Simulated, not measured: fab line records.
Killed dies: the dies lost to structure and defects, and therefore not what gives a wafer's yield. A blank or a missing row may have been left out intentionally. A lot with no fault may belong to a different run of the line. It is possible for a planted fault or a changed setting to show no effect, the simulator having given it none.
The tool behind it: which one? || flow gf180mcu || 10 lots with 30 wafers sampled at 2 steps, on a route of 602 steps

## WHAT EACH GAUGE READ, for each wafer
GF_STI_THK_MEAS_04.
{"lot": "L564", "measured": "day 1 13:34", "on": "film metro-02", "STI_CVD_03_THK (nm)": "206.8 207.2 207.7"}
{"lot": "L567", "measured": "day 2 04:36", "on": "film metro-01", "STI_CVD_03_THK (nm)": "206.4 206.7 206.9"}
{"lot": "L568", "measured": "day 2 09:41", "on": "film metro-04", "STI_CVD_03_THK (nm)": "208.3 208.1 208.1"}
{"lot": "L571", "measured": "day 3 02:49", "on": "film metro-01", "STI_CVD_03_THK (nm)": "208.1 208.2 207.0"}
{"lot": "L572", "measured": "day 3 06:34", "on": "film metro-04", "STI_CVD_03_THK (nm)": "202.5 202.0 202.8"}
{"lot": "L573", "measured": "day 3 12:16", "on": "film metro-01", "STI_CVD_03_THK (nm)": "208.1 207.6 207.6"}
{"lot": "L575", "measured": "day 3 21:40", "on": "film metro-04", "STI_CVD_03_THK (nm)": "208.6 207.5 209.0"}
{"lot": "L581", "measured": "day 5 02:34", "on": "film metro-04", "STI_CVD_03_THK (nm)": "224.9 225.6 225.9"}
{"lot": "L582", "measured": "day 5 07:47", "on": "film metro-04", "STI_CVD_03_THK (nm)": "223.4 222.8 221.9"}
{"lot": "L583", "measured": "day 5 12:34", "on": "film metro-01", "STI_CVD_03_THK (nm)": "221.8 221.9 218.7"}

## EACH LOT AND THE TOOL THAT RAN IT (in order: tool; ch and the chambers of the sampled wafers; start)
{"lot": "L564", "GF_STI_CVD_03": "lpcvd-02 ch 1, day 1 11:34"}
{"lot": "L567", "GF_STI_CVD_03": "lpcvd-01 ch 1, day 2 02:37"}
{"lot": "L568", "GF_STI_CVD_03": "lpcvd-01 ch 1, day 2 07:40"}
{"lot": "L571", "GF_STI_CVD_03": "lpcvd-02 ch 0, day 3 00:49"}
{"lot": "L572", "GF_STI_CVD_03": "lpcvd-01 ch 0, day 3 03:34"}
{"lot": "L573", "GF_STI_CVD_03": "lpcvd-01 ch 0, day 3 09:17"}
{"lot": "L575", "GF_STI_CVD_03": "lpcvd-01 ch 1, day 3 18:40"}
{"lot": "L581", "GF_STI_CVD_03": "lpcvd-01 ch 0, day 5 00:34"}
{"lot": "L582", "GF_STI_CVD_03": "lpcvd-01 ch 1, day 5 05:46"}
{"lot": "L583", "GF_STI_CVD_03": "lpcvd-01 ch 0, day 5 10:34"}
- GF_STI_CVD_03: deposits Si3N4 from DCS/NH3, target thk 207.16 nm, time 3551 s.

## THE ANSWER, worked out from the rows above alone
Rule: what is usual is taken from the lots themselves. The widest of any qualifying gaps counts: lots, ordered by their means at a reading, are off when they make up no more than a third of the lots, leave a main group of 4 or more, and stand apart from it by 3 or more times the standard deviation of that group's means. A main group is skipped when, at the precision printed for the reading in the tables above, its means are all equal. A lot without any number at a reading at which 4 lots or more have one is off too. All remaining lots with rows at the step are treated as sound.
Off: L581, L582, L583, seen at GF_STI_THK_MEAS_04 (STI_CVD_03_THK). For the main group the mean is 206.9 nm and the standard deviation 1.9.
If a tool, at a process step before that reading, ran all the lots that are off and no sound lot after the first of them, it fits. Those tools and the gauges at GF_STI_THK_MEAS_04 are tried in the same way. One fits: GF_STI_CVD_03 on lpcvd-01. A fault onset in the window from L575 (day 3 18:40, its last sound lot) to L581 (day 5 00:34, its first lot off) fits.

## WHAT WAS PUT IN BY THE SIMULATOR
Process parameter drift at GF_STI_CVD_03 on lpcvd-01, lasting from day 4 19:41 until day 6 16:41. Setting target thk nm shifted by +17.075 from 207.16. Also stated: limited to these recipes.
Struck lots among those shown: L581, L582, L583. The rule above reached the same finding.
